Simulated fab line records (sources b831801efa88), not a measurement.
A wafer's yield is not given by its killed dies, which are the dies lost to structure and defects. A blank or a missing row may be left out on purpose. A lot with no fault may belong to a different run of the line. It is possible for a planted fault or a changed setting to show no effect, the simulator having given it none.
2 desks, one fault    flow sky130    each desk has only its own numbers; what lay behind them comes last

AT THE METROLOGY DESK
Means of the sampled wafers that have a number, per lot and without regard to the tool the lot ran on: this is what the gauges read. If a lot's mean is further than 4 standard deviations from the usual mean, the lot is out of limits and carries the mark OUT (the distance appears in the brackets).
Columns: A = METAL1_ALCU_RS at SKY_METAL1_RS_MEAS_05, usual 0.1269 ohm/sq; B = METAL1_ALCU_THK at SKY_METAL1_THK_MEAS_06, usual 253 nm; C = cd_nm at SKY_METAL1_CD_MEAS_15, usual 140.1 nm
lot   first seen here  A       B    C
L440  day 31 13:12     0.1273  254  136.6
L441  day 31 21:20     0.1278  250  138.4
L444  day 32 21:56     0.1269  253  138.5
L447  day 33 21:13     0.1265  253  140.3
L450  day 35 00:02     0.1281  250  138.9
L456  day 36 19:20     0.1286  249  139.5
L459  day 38 07:13     0.1281  249  142.3
L461  day 38 13:25     0.1269  251  140.2
L462  day 38 17:23     0.1257  254  141.3
Result from this desk: across the 9 lots, nothing is out of limits.

TOOL OWNER'S DESK, pvd_sputter-02
The tool's own readings at SKY_METAL1_SPUTTER_02 (material AlCu, target thk 250 nm, time 13.3 s): means of the sampled wafers that have a number, for each lot that ran on this tool. If a lot's mean is further than 4 standard deviations from the usual mean, the lot is out of limits and carries the mark OUT (the distance appears in the brackets).
Columns: A = throttle_valve_pct at SKY_METAL1_SPUTTER_02, usual 29.5 %
lot   first seen here  A
L440  day 31 13:03     29.1
L450  day 34 23:55     29.2
L456  day 36 19:15     29.6
Result from this desk: across the 3 lots, nothing is out of limits.

TAKEN TOGETHER
From the metrology desk's view, nothing was out of limits.
The tool owner's desk saw nothing out of limits.

WHAT THE SIMULATOR HAD INSERTED
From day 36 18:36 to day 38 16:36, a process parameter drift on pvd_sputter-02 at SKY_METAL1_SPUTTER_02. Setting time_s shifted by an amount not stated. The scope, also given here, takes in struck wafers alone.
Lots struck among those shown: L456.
